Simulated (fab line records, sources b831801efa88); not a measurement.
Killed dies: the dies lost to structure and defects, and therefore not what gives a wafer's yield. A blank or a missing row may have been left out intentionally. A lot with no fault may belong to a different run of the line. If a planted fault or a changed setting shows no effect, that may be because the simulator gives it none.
Chamber matching ; flow sky130 ; rie diel-04 running SKY_SONOS_ONO_ETCH_15: 4 sister chambers
The step etches the open film in CHF3/O2, target depth 19.52 nm, time 7.8 s. 14 wafers are shown with their chamber, then 7 later ones without.

## WAFERS WITH THEIR CHAMBER
wafer;chamber;drypump motor current A (A);oes product au (a.u.);throttle valve pct (%)
L625.1;0;4.9;0.991;8.822
L625.4;3;5.4;0.981;8.809
L625.6;1;6.2;0.998;8.819
L627.1;2;5.5;0.994;8.826
L627.4;0;4.9;0.982;8.824
L627.6;2;5.5;0.991;8.818
L635.2;2;5.5;0.983;8.803
L635.3;0;4.9;0.985;8.819
L635.4;0;4.8;0.985;8.839
L645.1;1;6.3;1.002;8.841
L645.4;3;5.4;1.000;8.830
L645.5;2;5.5;1.000;8.828
L646.1;0;4.9;0.999;8.844
L646.2;3;5.4;0.998;8.820

SIGNATURES (means of the wafers above)
reading;chamber 0;chamber 1;chamber 2;chamber 3;scatter within a chamber
drypump motor current A;4.880;6.250;5.500;5.400;0.0361
oes product au;0.98840;1.00000;0.99200;0.99300;0.00748
throttle valve pct;8.82960;8.83000;8.81875;8.81967;0.0116
Rule: for a wafer and a chamber, the distance is found by dividing, reading by reading, the gap between the wafer's reading and the chamber's mean by the reading's scatter, squaring, summing and taking the root. If the next closest chamber is less than 2 further off than the closest, the wafer can't be placed; otherwise it belongs to the closest. How the scatter is found: for the shown wafers, subtract from each reading the mean of its chamber, square and add these, divide the total by (wafers less chambers), then take the root.

## WAFERS WITHOUT THEIR CHAMBER
wafer;drypump motor current A (A);oes product au (a.u.);throttle valve pct (%)
L646.4;6.2;1.006;8.824
L647.1;5.4;0.992;8.812
L647.2;6.2;1.012;8.828
L647.5;4.9;0.984;8.819
L648.2;4.9;0.983;8.824
L648.4;6.2;1.011;8.824
L648.5;5.5;0.987;8.815

## WHICH CHAMBER EACH ONE RAN IN
wafer;from the rows above;in truth
L646.4;1;1
L647.1;3;3
L647.2;1;1
L647.5;0;0
L648.2;0;0
L648.4;1;1
L648.5;2;2
Correct placement for 7 of the 7. From these rows, 0 cannot be placed. Number placed wrongly: 0.
